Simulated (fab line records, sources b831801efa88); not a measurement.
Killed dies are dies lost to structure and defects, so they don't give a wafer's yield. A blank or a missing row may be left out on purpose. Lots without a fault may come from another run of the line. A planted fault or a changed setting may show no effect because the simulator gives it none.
A struck lot beside a sound one | flow gf180mcu | 26 steps out of a route of 602
Sound: wafers L433.3, L433.5, L433.6. Struck: wafers L447.2, L447.3, L447.5. The cause comes at the end.
At each step with rows: each side's tool, then ch and its chambers, then its first start. Under that, the readings that differ: sound wafers | struck wafers | difference of the means | sigmas: that difference in standard deviations of wafers without a fault.
alike: readings whose means differ by less than 2 such deviations, and words and numbers that are the same on both sides. not compared: withheld readings, readings that some wafer has no value for, bounds like >300 that may hide the same value, and numbers for which the record gives no deviation and whose values overlap.
The two part at a step that has a row with sigmas, a row that says differs or no value, or rows on one side only. Numbers that don't overlap but have no deviation are shown without sigmas and don't part them. A reading that every wafer of one side lacks parts them only if that side has two wafers or more.

first, 6 steps without rows for these wafers: GF_TOP_METAL_HMDS_08 (prime time 60 s); GF_TOP_METAL_COAT_09 (resist thk 1500 nm); GF_TOP_METAL_SOFTBAKE_10 (time 60 s); GF_TOP_METAL_EXPOSE_11 (exposes mask MetalTop, target cd 440 nm); GF_TOP_METAL_PEB_12; GF_TOP_METAL_DEVELOP_13 (develop time 60 s).
GF_TOP_METAL_CD_MEAS_14: target cd 440 nm.
  sound on cd_sem-01, day 29 05:17; struck on cd_sem-02, day 33 00:03
  alike: cd_nm
GF_TOP_METAL_OVL_MEAS_15:
  sound on overlay-02, day 29 05:23; struck on overlay-02, day 33 00:09
  alike: TOP_METAL_OVL
GF_TOP_METAL_METAL_ETCH_16: etches the open film in Cl2/BCl3, stops on SiO2, target depth 1077.5 nm, time 179.6 s.
  sound on rie_metal-02 ch 0, day 29 05:31; struck on rie_metal-03 ch 0,1, day 33 00:11
  alike: bcl3_flow_sccm, drypump_motor_current_A, oes_product_au, throttle_valve_pct
  not compared: rf_hours_counter_h
GF_TOP_METAL_STRIP_17: strips in O2/N2.
  sound on plasma_asher-03 ch 0,1, day 29 05:47; struck on plasma_asher-02 ch 0,1, day 33 00:22
  reading                      | sound             | struck            | difference | sigmas
  strip_time_to_endpoint_s (s) | 13.57 13.59 13.64 | 13.36 13.34 13.43 | -0.22      | -2
  alike: drypump_motor_current_A, heater_power_w, oes_product_au
  not compared: rf_hours_counter_h
then, 2 steps without rows for these wafers: GF_TOP_METAL_STRIP_18 (strips in post etch residue remover, time 1200 s); GF_TOP_METAL_CLEAN_19 (cleans in DIW).
GF_PASSIVATION_CVD_00: deposits SiO2 from TEOS, target thk 1000 nm, time 114.3 s.
  sound on pecvd-03 ch 0,1, day 29 06:17; struck on pecvd-03 ch 0,1, day 33 00:53
  reading                                      | sound          | struck            | difference | sigmas
  model.SiO2_of_PASSIVATION_CVD_00.thk_nm (nm) | 1021 1026 1035 | 738.8 732.5 749.9 | -286.9     |
  alike: heater_power_w
GF_PASSIVATION_THK_MEAS_01:
  sound on film_metro-04, day 29 06:23; struck on film_metro-03, day 33 00:59
  reading                     | sound          | struck      | difference | sigmas
  PASSIVATION_CVD_00_THK (nm) | 1022 1027 1036 | 739 732 751 | -288       | -18
GF_PASSIVATION_CVD_02: deposits Si3N4, target thk 700 nm, time 486.18 s.
  sound on pecvd-01 ch 0,1, day 29 06:35; struck on pecvd-02 ch 0,1,2, day 33 01:02
  alike: heater_power_w
GF_PASSIVATION_THK_MEAS_03:
  sound on film_metro-03, day 29 06:53; struck on film_metro-04, day 33 01:19
  alike: PASSIVATION_CVD_02_THK
then, 7 steps without rows for these wafers: GF_PASSIVATION_DEHYDRATE_04 (time 60 s); GF_PASSIVATION_HMDS_05 (prime time 60 s); GF_PASSIVATION_COAT_06 (resist thk 4000 nm); GF_PASSIVATION_SOFTBAKE_07; GF_PASSIVATION_EXPOSE_08 (exposes mask Pad, target cd 40000 nm); GF_PASSIVATION_PEB_09; GF_PASSIVATION_DEVELOP_10 (develop time 60 s).
GF_PASSIVATION_ETCH_11: etches the open film in CF4/O2, stops on TiN, target depth 1800 nm, time 400 s.
  sound on rie_diel-04 ch 0,2,3, day 30 01:28; struck on rie_diel-04 ch 0,1,3, day 33 17:24
  reading                                 | sound             | struck            | difference | sigmas
  oes_product_au (a.u.)                   | 0.967 0.973 0.981 | 0.872 0.872 0.884 | -0.098     | -13
  throttle_valve_pct (%)                  | 5.959 5.964 5.963 | 5.922 5.942 5.949 | -0.024     | -3
  model.etch.depth_nm (nm)                | 1727 1733 1730    | 1442 1431 1454    | -288       |
  model.PASSIVATION.feature_depth_nm (nm) | 1727 1733 1730    | 1442 1431 1454    | -288       |
  alike: drypump_motor_current_A
  not compared: rf_hours_counter_h
GF_PASSIVATION_STRIP_12: strips in O2/N2.
  sound on plasma_asher-03 ch 0,1, day 30 01:44; struck on plasma_asher-03 ch 0, day 33 17:38
  alike: drypump_motor_current_A, heater_power_w, oes_product_au, strip_time_to_endpoint_s
  not compared: rf_hours_counter_h
GF_PASSIVATION_PROBE_99:
  the record has rows for the sound wafers here (prober-02, day 30 03:31) and none for the struck ones

WHERE THEY PART
First at GF_TOP_METAL_STRIP_17; last, within this record, at GF_PASSIVATION_PROBE_99.

WHY: what the simulator had put in
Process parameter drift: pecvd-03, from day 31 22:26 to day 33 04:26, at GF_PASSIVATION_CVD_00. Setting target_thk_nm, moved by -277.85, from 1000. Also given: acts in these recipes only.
